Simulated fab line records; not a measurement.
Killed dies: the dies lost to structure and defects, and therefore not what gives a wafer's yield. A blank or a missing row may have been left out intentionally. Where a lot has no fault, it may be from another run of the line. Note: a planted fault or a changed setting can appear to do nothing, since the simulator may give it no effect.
Which tool is to blame?	flow gf180mcu	Sampling: 13 lots, 39 wafers, 5 of 602 route steps

## WHAT EACH GAUGE READ, for each wafer
GF_HV_LDD_RS_MEAS_53: a four-point-probe measurement.
lot	measured	on	HV_LDD_RS (ohm/sq)
L165	day 13 12:29	film metro-04	419.8 418.5 418.7
L166	day 13 16:56	film metro-04	420.0 419.5 420.1
L169	day 14 14:44	film metro-04	420.4 420.5 419.1
L170	day 15 04:16	film metro-01	417.4 416.5 417.8
L172	day 15 16:19	film metro-01	418.6 419.1 418.3
L174	day 16 13:41	film metro-02	419.6 418.3 418.2
L175	day 16 14:58	film metro-04	417.3 416.7 417.1
L176	day 16 22:05	film metro-01	418.1 418.9 420.3
L177	day 17 10:21	film metro-04	418.0 417.9 418.6
L178	day 17 20:59	film metro-01	420.0 418.4 418.2
L179	day 18 02:02	film metro-01	417.8 418.4 417.7
L183	day 19 10:53	film metro-01	418.7 419.8 418.7
L184	day 19 18:20	film metro-01	418.5 418.8 417.4

GF_SAB_THK_MEAS_01.
lot	measured	on	SAB_CVD_00_THK (nm)
L165	day 15 10:49	film metro-02	49.6 50.3 50.5
L166	day 15 14:04	film metro-04	49.1 49.6 49.2
L169	day 16 14:21	film metro-04	50.2 50.8 51.3
L170	day 17 04:19	film metro-03	49.9 51.0 50.4
L172	day 17 18:55	film metro-04	49.6 48.7 50.1
L174	day 18 15:33	film metro-04	49.4 49.1 50.3
L175	day 18 18:50	film metro-03	43.2 45.0 50.0
L176	day 19 00:32	film metro-02	49.3 43.3 49.8
L177	day 19 14:47	film metro-04	50.7 50.8 51.1
L178	day 19 23:37	film metro-03	49.9 43.7 44.0
L179	day 20 04:48	film metro-02	50.0 49.8 50.5
L183	day 21 14:05	film metro-04	49.5 50.7 51.2
L184	day 21 22:04	film metro-02	49.3 49.4 50.9

## WHICH TOOL RAN EACH LOT (tool, then ch and the chambers of the sampled wafers, then the start)
lot	GF_PSD_STRIP_10	GF_PSD_RTA_13	GF_SAB_CVD_00
L165	plasma asher-01 ch 0,1, day 15 10:15	rtp anneal-02 ch 0, day 15 10:28	pecvd-04 ch 1,2, day 15 10:47
L166	plasma asher-01 ch 0,1, day 15 13:30	rtp anneal-02 ch 0, day 15 13:43	pecvd-01 ch 0,1,2, day 15 14:02
L169	plasma asher-03 ch 0, day 16 13:48	rtp anneal-01 ch 0, day 16 14:01	pecvd-01 ch 1,2, day 16 14:20
L170	plasma asher-04 ch 0,1, day 17 03:47	rtp anneal-02 ch 0, day 17 03:59	pecvd-02 ch 0,1,2, day 17 04:17
L172	plasma asher-04 ch 0,1, day 17 18:22	rtp anneal-02 ch 0, day 17 18:34	pecvd-02 ch 0,1,2, day 17 18:54
L174	plasma asher-01 ch 0,1, day 18 15:00	rtp anneal-02 ch 0, day 18 15:13	pecvd-01 ch 0,1,2, day 18 15:32
L175	plasma asher-01 ch 0,1, day 18 18:18	rtp anneal-02 ch 0, day 18 18:31	pecvd-02 ch 1,2, day 18 18:48
L176	plasma asher-03 ch 0,1, day 18 23:58	rtp anneal-02 ch 0, day 19 00:11	pecvd-02 ch 1,2, day 19 00:31
L177	plasma asher-03 ch 0,1, day 19 14:15	rtp anneal-01 ch 0, day 19 14:28	pecvd-01 ch 0,2, day 19 14:45
L178	plasma asher-01 ch 1, day 19 23:04	rtp anneal-02 ch 0, day 19 23:16	pecvd-02 ch 0,2, day 19 23:36
L179	plasma asher-01 ch 0,1, day 20 04:15	rtp anneal-01 ch 0, day 20 04:28	pecvd-01 ch 0,1, day 20 04:47
L183	plasma asher-03 ch 1, day 21 13:31	rtp anneal-02 ch 0, day 21 13:44	pecvd-04 ch 0,1,2, day 21 14:03
L184	plasma asher-04 ch 0,1, day 21 21:30	rtp anneal-02 ch 0, day 21 21:44	pecvd-01 ch 1,2, day 21 22:02
- GF_PSD_STRIP_10: strips in O2/N2.
- GF_PSD_RTA_13: time 20 s.
- GF_SAB_CVD_00: deposits SiO2 from TEOS, target thk 50 nm, time 4.9302 s.

## WHAT THE TOOLS THEMSELVES READ (means of the sampled wafers that have a number; where no wafer has one, the mark that the record gives instead)
GF_PSD_STRIP_10.
lot	tool	drypump motor current A (A)	heater power w (W)	oes product au (a.u.)	strip time to endpoint s (s)
L165	plasma asher-01	5.24	323	0.592	16.57
L166	plasma asher-01	5.23	327	0.591	16.57
L169	plasma asher-03	5.21	317	0.588	16.52
L170	plasma asher-04	5.61	351	0.589	16.57
L172	plasma asher-04	5.25	346	0.591	16.57
L174	plasma asher-01	5.22	322	0.592	16.57
L175	plasma asher-01	5.18	331	0.590	16.65
L176	plasma asher-03	5.35	309	0.588	16.61
L177	plasma asher-03	5.33	316	0.591	16.57
L178	plasma asher-01	5.30	317	0.585	16.54
L179	plasma asher-01	5.17	341	0.587	16.52
L183	plasma asher-03	5.43	311	0.588	16.55
L184	plasma asher-04	5.25	349	0.592	16.55

GF_PSD_RTA_13.
lot	tool	lamp power pct (%)	wafer_temp_C_max
L165	rtp anneal-02	31.2	1028.2
L166	rtp anneal-02	31.1	1027.9
L169	rtp anneal-01	32.1	1029.6
L170	rtp anneal-02	31.1	1028.6
L172	rtp anneal-02	31.1	1029.3
L174	rtp anneal-02	31.1	1028.5
L175	rtp anneal-02	31.2	1028.6
L176	rtp anneal-02	31.1	1028.7
L177	rtp anneal-01	32.1	1028.8
L178	rtp anneal-02	31.1	1029.0
L179	rtp anneal-01	32.1	1029.5
L183	rtp anneal-02	31.1	1028.6
L184	rtp anneal-02	31.1	1028.9

GF_SAB_CVD_00.
lot	tool	heater power w (W)	rf fwd power W (W)
L165	pecvd-04	722	586
L166	pecvd-01	698	589
L169	pecvd-01	678	593
L170	pecvd-02	633	586
L172	pecvd-02	682	586
L174	pecvd-01	710	588
L175	pecvd-02	603	586
L176	pecvd-02	646	585
L177	pecvd-01	733	589
L178	pecvd-02	728	587
L179	pecvd-01	676	589
L183	pecvd-04	738	585
L184	pecvd-01	622	591

## THE ANSWER, worked out from the rows above alone
Rule: what is usual is taken from the lots themselves. Put in order of their means at a reading, lots are off if they are a third of the lots or fewer, leave a main group of 4 or more, and stand apart from it by a gap of 3 or more times the standard deviation of the main group's means; of several such gaps the widest counts. If all means in a main group match to the digits the tables above print for the reading, that group is not used. A lot without any number at a reading at which 4 lots or more have one is off too. The other lots that the step has rows for count as sound. The gauges are gone through in route order, then the tools' own readings, and for those a lot's mean is taken as printed above. The first step at which some lot is off is used, and at that step the reading that is off furthest; a lot without a number counts as furthest.
Off: L175, L176, L178, at GF_SAB_THK_MEAS_01 (SAB_CVD_00_THK). Mean 50.1 nm and standard deviation 0.51 in the main group.
If a tool, at a process step before that reading, ran all the lots that are off and no sound lot after the first of them, it fits. The gauges at GF_SAB_THK_MEAS_01 are tried like those tools. One candidate fits, namely pecvd-02 at GF_SAB_CVD_00. Its last sound lot is L172 (day 17 18:54), its first lot that is off L175 (day 18 18:48): a fault that began between those two fits.

## WHAT THE SIMULATOR HAD PUT IN
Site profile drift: pecvd-02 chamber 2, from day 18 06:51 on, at GF_SAB_CVD_00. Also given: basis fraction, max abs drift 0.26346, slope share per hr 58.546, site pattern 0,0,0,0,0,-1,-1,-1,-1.
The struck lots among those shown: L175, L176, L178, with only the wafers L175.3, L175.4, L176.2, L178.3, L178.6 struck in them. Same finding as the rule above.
